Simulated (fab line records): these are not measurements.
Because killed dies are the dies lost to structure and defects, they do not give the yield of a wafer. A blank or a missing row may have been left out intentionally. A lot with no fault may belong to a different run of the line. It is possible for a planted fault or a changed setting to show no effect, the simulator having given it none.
Matching of chambers || flow sky130 || SKY_VIA3_ETCH_15 on rieDiel-02 has 4 sister chambers
The step etches SiO2 in C4F8/O2/Ar, stops on TiN, target depth 507 nm, time 78 s. 30 wafers are shown with their chamber, then 12 later ones without.

EACH WAFER AND ITS CHAMBER
{"wafer": "L075.1", "chamber": 3, "oesProductAu (a.u.)": 0.951}
{"wafer": "L075.2", "chamber": 0, "oesProductAu (a.u.)": 0.948}
{"wafer": "L075.6", "chamber": 1, "oesProductAu (a.u.)": 0.948}
{"wafer": "L080.1", "chamber": 0, "oesProductAu (a.u.)": 0.949}
{"wafer": "L080.2", "chamber": 1, "oesProductAu (a.u.)": 0.945}
{"wafer": "L080.3", "chamber": 3, "oesProductAu (a.u.)": 0.941}
{"wafer": "L080.4", "chamber": 2, "oesProductAu (a.u.)": 0.954}
{"wafer": "L080.5", "chamber": 3, "oesProductAu (a.u.)": 0.949}
{"wafer": "L080.6", "chamber": 2, "oesProductAu (a.u.)": 0.960}
{"wafer": "L082.1", "chamber": 0, "oesProductAu (a.u.)": 0.950}
{"wafer": "L082.2", "chamber": 2, "oesProductAu (a.u.)": 0.951}
{"wafer": "L082.3", "chamber": 3, "oesProductAu (a.u.)": 0.942}
{"wafer": "L082.4", "chamber": 1, "oesProductAu (a.u.)": 0.953}
{"wafer": "L082.5", "chamber": 0, "oesProductAu (a.u.)": 0.950}
{"wafer": "L082.6", "chamber": 3, "oesProductAu (a.u.)": 0.938}
{"wafer": "L086.2", "chamber": 0, "oesProductAu (a.u.)": 0.938}
{"wafer": "L086.4", "chamber": 1, "oesProductAu (a.u.)": 0.938}
{"wafer": "L086.5", "chamber": 3, "oesProductAu (a.u.)": 0.951}
{"wafer": "L087.1", "chamber": 1, "oesProductAu (a.u.)": 0.947}
{"wafer": "L087.4", "chamber": 3, "oesProductAu (a.u.)": 0.943}
{"wafer": "L087.6", "chamber": 2, "oesProductAu (a.u.)": 0.949}
{"wafer": "L085.1", "chamber": 2, "oesProductAu (a.u.)": 0.949}
{"wafer": "L085.2", "chamber": 0, "oesProductAu (a.u.)": 0.945}
{"wafer": "L085.3", "chamber": 3, "oesProductAu (a.u.)": 0.932}
{"wafer": "L085.4", "chamber": 1, "oesProductAu (a.u.)": 0.945}
{"wafer": "L085.5", "chamber": 0, "oesProductAu (a.u.)": 0.942}
{"wafer": "L085.6", "chamber": 1, "oesProductAu (a.u.)": 0.951}
{"wafer": "L088.1", "chamber": 2, "oesProductAu (a.u.)": 0.945}
{"wafer": "L088.4", "chamber": 0, "oesProductAu (a.u.)": 0.947}
{"wafer": "L088.5", "chamber": 3, "oesProductAu (a.u.)": 0.949}

SIGNATURES (averages over the wafers above)
{"reading": "oesProductAu", "chamber 0": 0.94612, "chamber 1": 0.94671, "chamber 2": 0.95133, "chamber 3": 0.94400, "scatter within a chamber": 0.00535}
Rule: for each reading, subtract the chamber's mean from the wafer's reading, divide by that reading's scatter and square the result; add these up over the readings and take the root, which gives the wafer's distance from the chamber. The wafer belongs to the nearest chamber; if the next one is less than 2 further off, it can't be placed. The scatter: the root of (the sum of the squares of (reading less its chamber's mean) over the shown wafers, divided by (wafers less chambers)).

WAFERS WHOSE CHAMBER IS MISSING
{"wafer": "L092.3", "oesProductAu (a.u.)": 0.942}
{"wafer": "L092.5", "oesProductAu (a.u.)": 0.953}
{"wafer": "L092.6", "oesProductAu (a.u.)": 0.945}
{"wafer": "L095.2", "oesProductAu (a.u.)": 0.944}
{"wafer": "L095.3", "oesProductAu (a.u.)": 0.947}
{"wafer": "L095.5", "oesProductAu (a.u.)": 0.938}
{"wafer": "L096.1", "oesProductAu (a.u.)": 0.946}
{"wafer": "L096.2", "oesProductAu (a.u.)": 0.950}
{"wafer": "L096.3", "oesProductAu (a.u.)": 0.948}
{"wafer": "L096.4", "oesProductAu (a.u.)": 0.948}
{"wafer": "L096.5", "oesProductAu (a.u.)": 0.937}
{"wafer": "L096.6", "oesProductAu (a.u.)": 0.949}

CHAMBER TAKEN BY EACH
{"wafer": "L092.3", "from the rows above": "can't be placed: 3 or 0 or 1 or 2", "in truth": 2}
{"wafer": "L092.5", "from the rows above": "can't be placed: 2 or 1 or 0 or 3", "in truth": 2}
{"wafer": "L092.6", "from the rows above": "can't be placed: 3 or 0 or 1 or 2", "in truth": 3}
{"wafer": "L095.2", "from the rows above": "can't be placed: 3 or 0 or 1 or 2", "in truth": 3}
{"wafer": "L095.3", "from the rows above": "can't be placed: 1 or 0 or 3 or 2", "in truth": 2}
{"wafer": "L095.5", "from the rows above": "can't be placed: 3 or 0 or 1 or 2", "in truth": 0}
{"wafer": "L096.1", "from the rows above": "can't be placed: 0 or 1 or 3 or 2", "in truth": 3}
{"wafer": "L096.2", "from the rows above": "can't be placed: 2 or 1 or 0 or 3", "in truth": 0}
{"wafer": "L096.3", "from the rows above": "can't be placed: 1 or 0 or 2 or 3", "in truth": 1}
{"wafer": "L096.4", "from the rows above": "can't be placed: 1 or 0 or 2 or 3", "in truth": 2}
{"wafer": "L096.5", "from the rows above": "can't be placed: 3 or 0 or 1 or 2", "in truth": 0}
{"wafer": "L096.6", "from the rows above": "can't be placed: 1 or 2 or 0 or 3", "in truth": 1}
0 of 12 placed correctly. Unplaceable from these rows: 12, with the true chamber sitting among the candidates in 12. 0 placed wrongly.
